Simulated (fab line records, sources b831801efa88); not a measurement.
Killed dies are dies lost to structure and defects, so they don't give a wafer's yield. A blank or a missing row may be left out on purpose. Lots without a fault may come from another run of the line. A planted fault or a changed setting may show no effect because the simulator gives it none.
A struck lot beside a sound one | flow sky130 | 15 steps out of a route of 708
Sound: wafers L822.2, L822.3, L822.4. Struck: wafer L831.5. (L831.1, L831.3 of the same lot were not struck and are left out.) The cause comes at the end.
At each step with rows: each side's tool, then ch and its chambers, then its first start. Under that, the readings that differ: sound wafers | struck wafers | difference of the means | sigmas: that difference in standard deviations of wafers without a fault.
alike: readings whose means differ by less than 2 such deviations, and words and numbers that are the same on both sides. not compared: withheld readings, readings that some wafer has no value for, bounds like >300 that may hide the same value, and numbers for which the record gives no deviation and whose values overlap.
The two part at a step that has a row with sigmas, a row that says differs or no value, or rows on one side only. Numbers that don't overlap but have no deviation are shown without sigmas and don't part them. A reading that every wafer of one side lacks parts them only if that side has two wafers or more.

first, 2 steps without rows for these wafers: SKY_METAL3_PEB_11; SKY_METAL3_DEVELOP_12 (develop time 60 s).
SKY_METAL3_CD_MEAS_13: target cd 300 nm.
  sound on cd_sem-02, day 39 11:44; struck on cd_sem-02, day 42 06:44
  alike: cd_nm
SKY_METAL3_OVL_MEAS_14:
  sound on overlay-02, day 39 11:51; struck on overlay-01, day 42 06:52
  alike: METAL3_OVL
then, 1 step without rows for these wafers: SKY_METAL3_DESCUM_15 (chemistry O2, time 8 s).
SKY_METAL3_ETCH_16: etches BARC in N2/H2, stops on SiO2, time 88.2 s, target depth 60 nm.
  sound on rie_metal-02 ch 0,1, day 39 11:55; struck on rie_metal-02 ch 0, day 42 06:56
  alike: drypump_motor_current_A, n2_flow_sccm, oes_product_au, throttle_valve_pct
  not compared: rf_hours_counter_h
SKY_METAL3_ETCH_17: etches SiO2 in C4F8/O2/Ar, stops on TiN, time 3.9 s, target depth 15 nm.
  sound on rie_diel-01 ch 0,2,3, day 39 12:01; struck on rie_diel-03 ch 2, day 42 07:02
  alike: oes_product_au
SKY_METAL3_METAL_ETCH_18: etches the open film in Cl2/BCl3, stops on SiO2, target depth 845 nm, time 183.1 s.
  sound on rie_metal-03 ch 0,1, day 39 12:02; struck on rie_metal-01 ch 0, day 42 07:03
  alike: drypump_motor_current_A, oes_product_au, throttle_valve_pct
  not compared: rf_hours_counter_h
SKY_METAL3_STRIP_19: strips in O2/N2.
  sound on plasma_asher-01 ch 0,1, day 39 12:13; struck on plasma_asher-04 ch 1, day 42 07:14
  reading             | sound             | struck | difference | sigmas
  n2_flow_sccm (sccm) | 298.0 299.6 298.3 | 300.7  | +2.1       | +2
  alike: drypump_motor_current_A, oes_product_au, strip_time_to_endpoint_s
  not compared: rf_hours_counter_h
then, 3 steps without rows for these wafers: SKY_METAL3_STRIP_20 (strips in post etch residue remover, time 1200 s); SKY_METAL3_CLEAN_21 (cleans in IPA, time 180 s); SKY_METAL3_CLEAN_22 (cleans in O3/DIW).
SKY_VIA3_HDPCVD_00: deposits SiO2, target thk 1635 nm, time 272.5 s.
  sound on hdpcvd-01 ch 1,2, day 39 12:49; struck on hdpcvd-02 ch 2, day 42 07:52
  reading                                  | sound             | struck | difference | sigmas
  run_length_s (s)                         | 300.5 300.2 300.5 | 317.0  | +16.6      | +50
  model.SiO2_of_VIA3_HDPCVD_00.thk_nm (nm) | 1613 1638 1615    | 1734   | +112       |
SKY_VIA3_THK_MEAS_01:
  sound on film_metro-04, day 39 12:59; struck on film_metro-03, day 42 08:02
  reading              | sound          | struck | difference | sigmas
  VIA3_HDPCVD_THK (nm) | 1614 1635 1615 | 1734   | +113       | +7
SKY_VIA3_CMP_02: polishes SiO2.
  sound on cmp-01 ch 1,2,3, day 39 13:02; struck on cmp-02 ch 2, day 42 08:05
  alike: motor_current_A

WHERE THEY PART
First at SKY_METAL3_STRIP_19; last, within this record, at SKY_VIA3_THK_MEAS_01. Later steps at which nothing parts them and some readings are alike: SKY_VIA3_CMP_02.

WHY: what the simulator had put in
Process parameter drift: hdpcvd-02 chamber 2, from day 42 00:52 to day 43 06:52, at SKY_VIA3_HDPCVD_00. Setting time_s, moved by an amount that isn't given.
